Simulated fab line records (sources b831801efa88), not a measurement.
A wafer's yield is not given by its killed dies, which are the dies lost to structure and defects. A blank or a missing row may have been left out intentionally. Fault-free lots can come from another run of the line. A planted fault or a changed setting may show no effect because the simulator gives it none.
Matching of chambers    flow sky130    SKY_VIA4_ETCH_12 on rie_diel-02 has 4 sister chambers
The step etches SiO2 in C4F8/O2/Ar, stops on TiN, target depth 580 nm. 8 wafers are shown with their chamber, then 10 later ones without.

## WAFERS, EACH WITH ITS CHAMBER
wafer   chamber  oes_product_au (a.u.)
L085.2  1        0.924
L091.1  3        0.934
L091.4  2        0.930
L090.2  0        0.926
L090.3  2        0.928
L090.4  3        0.923
L094.1  1        0.919
L094.2  0        0.925

## WAFERS WITH NO CHAMBER GIVEN
wafer   oes_product_au (a.u.)
L094.3  0.929
L094.4  0.925
L094.5  0.929
L094.6  0.925
L096.1  0.935
L096.2  0.921
L096.3  0.916
L096.4  0.927
L096.5  0.928
L096.6  0.921

## WHICH CHAMBER EACH ONE RAN IN
wafer   from the rows above                in truth
L094.3  can't be placed: 2 or 3 or 0 or 1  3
L094.4  can't be placed: 0 or 1 or 3 or 2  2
L094.5  can't be placed: 2 or 3 or 0 or 1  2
L094.6  can't be placed: 0 or 1 or 3 or 2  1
L096.1  can't be placed: 2 or 3 or 0 or 1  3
L096.2  can't be placed: 1 or 0 or 3 or 2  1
L096.3  can't be placed: 1 or 0 or 3 or 2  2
L096.4  can't be placed: 0 or 3 or 2 or 1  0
L096.5  can't be placed: 3 or 2 or 0 or 1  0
L096.6  can't be placed: 1 or 0 or 3 or 2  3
Placed correctly: 0 of 10. From these rows, 10 cannot be placed; in 10 the true chamber is one of the candidates. Number placed wrongly: 0.
How it was worked out, from the rows above alone: a wafer's distance from a chamber is the root of the sum, over the readings, of the square of ((its reading less the chamber's mean) divided by the reading's scatter). If the next closest chamber is less than 2 further off than the closest, the wafer can't be placed; otherwise it belongs to the closest. For every chamber, the mean is computed from those of its wafers that are shown. How the scatter is found: for the shown wafers, subtract from each reading the mean of its chamber, square and add these, divide the total by (wafers less chambers), then take the root.
